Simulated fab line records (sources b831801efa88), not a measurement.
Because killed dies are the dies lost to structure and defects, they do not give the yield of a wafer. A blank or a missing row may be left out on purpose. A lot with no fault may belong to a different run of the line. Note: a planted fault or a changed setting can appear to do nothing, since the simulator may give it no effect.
What tool caused it? + flow gf180mcu + 36 wafers from 12 lots sampled at 4 of the route's 602 steps

== WHAT THE GAUGES SHOWED, per wafer ==
GF_LVPWELL_TW_MEAS_11. Usual: LVPWELL_TW gives 565.8 (standard deviation 2.5).
| lot  | measured    | on            | LVPWELL_TW        | flag |
|------|-------------|---------------|-------------------|------|
| L384 | day 3 22:11 | film_metro-04 | 565.3 568.3 564.1 |      |
| L387 | day 4 15:09 | film_metro-04 | 564.3 565.2 564.5 |      |
| L389 | day 5 02:10 | film_metro-04 | 567.3 569.7 567.6 |      |
| L391 | day 5 15:16 | film_metro-03 | 563.5 563.2 564.0 |      |
| L392 | day 5 18:43 | film_metro-03 | 564.5 564.7 563.0 |      |
| L396 | day 6 16:28 | film_metro-04 | 558.0 559.3 557.2 | OFF  |
| L397 | day 6 22:13 | film_metro-04 | 556.9 555.5 554.4 | OFF  |
| L400 | day 7 13:37 | film_metro-04 | 566.3 567.7 565.9 |      |
| L402 | day 8 02:49 | film_metro-04 | 569.3 567.1 572.3 |      |
| L404 | day 8 11:58 | film_metro-03 | 568.0 562.6 566.2 |      |
| L405 | day 9 07:46 | film_metro-03 | 566.0 563.2 564.1 |      |
| L407 | day 9 12:16 | film_metro-04 | 566.0 565.5 564.7 |      |

GF_VT_IMPLANT_RS_MEAS_48: uses a four-point probe to measure. Usual: LVPWELL_RS gives 1197.5 ohm/sq (standard deviation 2.6).
| lot  | measured     | on            | LVPWELL_RS (ohm/sq)  | flag |
|------|--------------|---------------|----------------------|------|
| L384 | day 7 14:59  | film_metro-04 | 1192.6 1192.8 1193.3 |      |
| L387 | day 8 09:57  | film_metro-03 | 1198.0 1197.2 1196.1 |      |
| L389 | day 9 00:41  | film_metro-03 | 1202.0 1198.0 1200.8 |      |
| L391 | day 9 15:55  | film_metro-03 | 1200.7 1199.8 1204.0 |      |
| L392 | day 9 20:53  | film_metro-04 | 1192.5 1198.8 1192.8 |      |
| L396 | day 10 23:08 | film_metro-03 | 1276.9 1278.5 1278.2 | OFF  |
| L397 | day 11 05:28 | film_metro-04 | 1276.9 1277.1 1280.0 | OFF  |
| L400 | day 12 00:34 | film_metro-04 | 1197.8 1197.2 1198.3 |      |
| L402 | day 12 13:10 | film_metro-02 | 1194.8 1195.4 1191.0 |      |
| L404 | day 13 01:19 | film_metro-02 | 1196.9 1200.8 1200.5 |      |
| L405 | day 14 01:39 | film_metro-04 | 1193.6 1194.2 1195.9 |      |
| L407 | day 14 05:58 | film_metro-04 | 1198.7 1196.1 1198.5 |      |

GF_HV_LDD_THK_MEAS_55. Usual: HV_LDD_CVD_54_THK gives 10.00 nm (standard deviation 0.13).
| lot  | measured     | on            | HV_LDD_CVD_54_THK (nm) | flag |
|------|--------------|---------------|------------------------|------|
| L384 | day 12 10:40 | film_metro-03 | 9.81 9.81 9.85         |      |
| L387 | day 13 08:59 | film_metro-04 | 9.89 10.00 9.90        |      |
| L389 | day 14 05:31 | film_metro-03 | 10.17 10.03 10.11      |      |
| L391 | day 14 21:57 | film_metro-03 | 10.02 9.88 9.86        |      |
| L392 | day 15 04:01 | film_metro-04 | 10.10 9.83 9.90        |      |
| L396 | day 16 08:05 | film_metro-03 | 9.79 9.83 9.91         |      |
| L397 | day 16 22:57 | film_metro-02 | 10.00 9.99 10.03       |      |
| L400 | day 17 16:44 | film_metro-02 | 10.06 9.97 9.88        |      |
| L402 | day 18 09:23 | film_metro-04 | 9.90 10.07 9.97        |      |
| L404 | day 18 23:44 | film_metro-04 | 10.05 10.03 10.06      |      |
| L405 | day 20 05:32 | film_metro-03 | 10.00 9.98 10.06       |      |
| L407 | day 20 11:08 | film_metro-03 | 10.05 10.07 10.25      |      |

== TOOL THAT RAN EACH LOT (tool first, then ch and the chambers of the sampled wafers, then the start) ==
| lot  | GF_LVPWELL_IMPLANT_09          |
|------|--------------------------------|
| L384 | implanter-04 ch 0, day 3 21:58 |
| L387 | implanter-03 ch 0, day 4 14:54 |
| L389 | implanter-03 ch 0, day 5 01:55 |
| L391 | implanter-04 ch 0, day 5 15:02 |
| L392 | implanter-02 ch 0, day 5 18:30 |
| L396 | implanter-04 ch 0, day 6 16:13 |
| L397 | implanter-04 ch 0, day 6 21:58 |
| L400 | implanter-02 ch 0, day 7 13:23 |
| L402 | implanter-02 ch 0, day 8 02:34 |
| L404 | implanter-03 ch 0, day 8 11:44 |
| L405 | implanter-02 ch 0, day 9 07:31 |
| L407 | implanter-03 ch 0, day 9 12:01 |
- GF_LVPWELL_IMPLANT_09

== AS READ BY THE TOOLS THEMSELVES (means over the sampled wafers that have a number; for cases with no such wafer, the mark the record gives instead) ==
GF_LVPWELL_IMPLANT_09. Usual: dose_ions_cm2 5e+12, standard deviation 5.4e+09; faraday_current_uA 28.2, standard deviation 0.55.
| lot  | tool         | dose_ions_cm2 | faraday_current_uA | flag |
|------|--------------|---------------|--------------------|------|
| L384 | implanter-04 | 5e+12         | 28.4               |      |
| L387 | implanter-03 | 5e+12         | 28.8               |      |
| L389 | implanter-03 | 5e+12         | 28.2               |      |
| L391 | implanter-04 | 5e+12         | 28.2               |      |
| L392 | implanter-02 | 5e+12         | 28.1               |      |
| L396 | implanter-04 | 3e+12         | 19.5               | OFF  |
| L397 | implanter-04 | 3e+12         | 18.8               | OFF  |
| L400 | implanter-02 | 5e+12         | 27.6               |      |
| L402 | implanter-02 | 5e+12         | 28.0               |      |
| L404 | implanter-03 | 5e+12         | 28.2               |      |
| L405 | implanter-02 | 5e+12         | 28.6               |      |
| L407 | implanter-03 | 5e+12         | 29.0               |      |

== THE ANSWER, worked out from the rows above alone ==
Rule: a lot is off if the mean of its wafers that have a number lies more than 3 standard deviations from the usual mean. A lot without any number at a reading at which 4 lots or more have one is off too. Any other lot the step has rows for is counted as sound. First the gauges in route order, then the tools' own readings, where a lot's mean is used as printed above. The first step at which some lot is off is used, and at that step the reading that is off furthest; a lot without a number counts as furthest.
Off: L396, L397, seen at GF_LVPWELL_TW_MEAS_11 (LVPWELL_TW).
A tool fits if, at a process step before that reading, it ran every lot that is off, and no sound lot after the first of them. Not tried: the gauges at GF_LVPWELL_TW_MEAS_11; whatever is off there is also off at GF_LVPWELL_IMPLANT_09, on other tools, and gauge error can't account for it. One fits: implanter-04 at GF_LVPWELL_IMPLANT_09. A fault onset in the window from L391 (day 5 15:02, its last sound lot) to L396 (day 6 16:13, its first lot off) fits.
The tool's own readings at GF_LVPWELL_IMPLANT_09 bear it out: on the lots that are off they differ by more than 5 times the standard deviation of the sound lots' means. dose_ions_cm2 reads 3e+12 there against 5e+12 on the sound lots; faraday_current_uA reads 19.1 there against 28.3 on the sound lots.

== WHAT THE SIMULATOR PUT IN ==
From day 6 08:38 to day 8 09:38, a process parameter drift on implanter-04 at GF_LVPWELL_IMPLANT_09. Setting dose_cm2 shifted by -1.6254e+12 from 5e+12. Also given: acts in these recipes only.
Lots struck among those shown: L396, L397. The rule given above showed the same thing.
